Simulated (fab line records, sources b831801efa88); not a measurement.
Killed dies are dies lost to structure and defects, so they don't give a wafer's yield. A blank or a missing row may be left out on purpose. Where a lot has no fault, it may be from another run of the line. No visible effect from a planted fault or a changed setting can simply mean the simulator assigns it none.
The tool behind it: which one? ; flow gf180mcu ; 36 wafers from 12 lots sampled at 3 of the route's 602 steps

## WHAT THE GAUGES READ, wafer by wafer
GF_STI_BOW_MEAS_00.
lot;measured;on;INCOMING_BOW (um)
L945;day 1 10:04;film_metro-04;-8 5 4
L948;day 2 01:01;film_metro-02;-8 1 14
L950;day 2 11:00;film_metro-01;2 3 5
L952;day 2 21:00;film_metro-02;-9 -5 6
L954;day 3 07:01;film_metro-04;-3 9 -9
L955;day 3 12:00;film_metro-02;0 -2 -1
L960;day 4 13:00;film_metro-02;-7 4 0
L961;day 4 18:01;film_metro-04;0 7 -6
L962;day 4 23:00;film_metro-04;6 11 -1
L964;day 5 09:01;film_metro-01;-11 2 -3
L966;day 5 19:01;film_metro-04;-3 -3 2
L968;day 6 05:00;film_metro-02;9 4 -16

GF_STI_THK_MEAS_30.
lot;measured;on;STI_OXIDATION_02_THK (nm)
L945;day 2 06:18;film_metro-04;9.67 9.66 9.70
L948;day 2 21:26;film_metro-02;9.86 9.95 10.04
L950;day 3 09:55;film_metro-01;9.84 10.04 9.90
L952;day 3 18:29;film_metro-02;10.01 9.97 10.21
L954;day 4 06:37;film_metro-01;16.03 15.95 16.14
L955;day 4 09:47;film_metro-02;9.89 9.81 9.96
L960;day 5 13:08;film_metro-01;9.81 10.00 9.87
L961;day 5 17:56;film_metro-02;15.82 15.51 15.69
L962;day 5 23:34;film_metro-01;15.65 15.21 15.69
L964;day 6 08:08;film_metro-01;9.49 9.44 9.43
L966;day 6 19:53;film_metro-02;9.81 9.56 9.78
L968;day 7 05:53;film_metro-01;10.13 10.00 10.10

## WHAT TOOL EACH LOT RAN ON (gives the tool, then ch and the chambers of the sampled wafers, and finally the start)
lot;GF_STI_OXIDATION_29
L945;furnace-01 ch 0, day 2 04:53
L948;furnace-01 ch 0, day 2 20:02
L950;furnace-01 ch 0, day 3 08:31
L952;furnace-02 ch 0, day 3 17:05
L954;furnace-01 ch 0, day 4 03:34
L955;furnace-01 ch 0, day 4 08:23
L960;furnace-02 ch 0, day 5 11:45
L961;furnace-02 ch 0, day 5 14:52
L962;furnace-01 ch 0, day 5 20:37
L964;furnace-01 ch 0, day 6 06:44
L966;furnace-02 ch 0, day 6 18:29
L968;furnace-02 ch 0, day 7 04:29
- GF_STI_OXIDATION_29: stabilise 600 s, purge 300 s, target thk 10 nm.

## WHAT THE TOOLS THEMSELVES READ (means of the sampled wafers that have a number; where no wafer has one, the mark that the record gives instead)
GF_STI_OXIDATION_29.
lot;tool;spike_tc_centre_C (C)
L945;furnace-01;899.3
L948;furnace-01;899.5
L950;furnace-01;899.1
L952;furnace-02;900.1
L954;furnace-01;899.4
L955;furnace-01;899.1
L960;furnace-02;901.5
L961;furnace-02;900.5
L962;furnace-01;899.6
L964;furnace-01;898.7
L966;furnace-02;900.4
L968;furnace-02;899.8

## THE ANSWER, worked out from the rows above alone
Rule: what is usual is taken from the lots themselves. The widest of any qualifying gaps counts: lots, ordered by their means at a reading, are off when they make up no more than a third of the lots, leave a main group of 4 or more, and stand apart from it by 3 or more times the standard deviation of that group's means. A main group whose means are all the same, to the digits that the tables above print for the reading, isn't used. Also off: a lot with no number at a reading for which 4 or more lots have one. All remaining lots with rows at the step are treated as sound. First the gauges in route order, then the tools' own readings, where a lot's mean is used as printed above. The first step at which some lot is off is used, and at that step the reading that is off furthest; a lot without a number counts as furthest.
Off: at GF_STI_THK_MEAS_30 (STI_OXIDATION_02_THK), L954, L961, L962. Main group: mean 9.85 nm, sd 0.19.
If a tool, at a process step before that reading, ran all the lots that are off and no sound lot after the first of them, it fits. The gauges at GF_STI_THK_MEAS_30 are tried like those tools. None of those tried fits.

## WHAT THE SIMULATOR HAD PUT IN
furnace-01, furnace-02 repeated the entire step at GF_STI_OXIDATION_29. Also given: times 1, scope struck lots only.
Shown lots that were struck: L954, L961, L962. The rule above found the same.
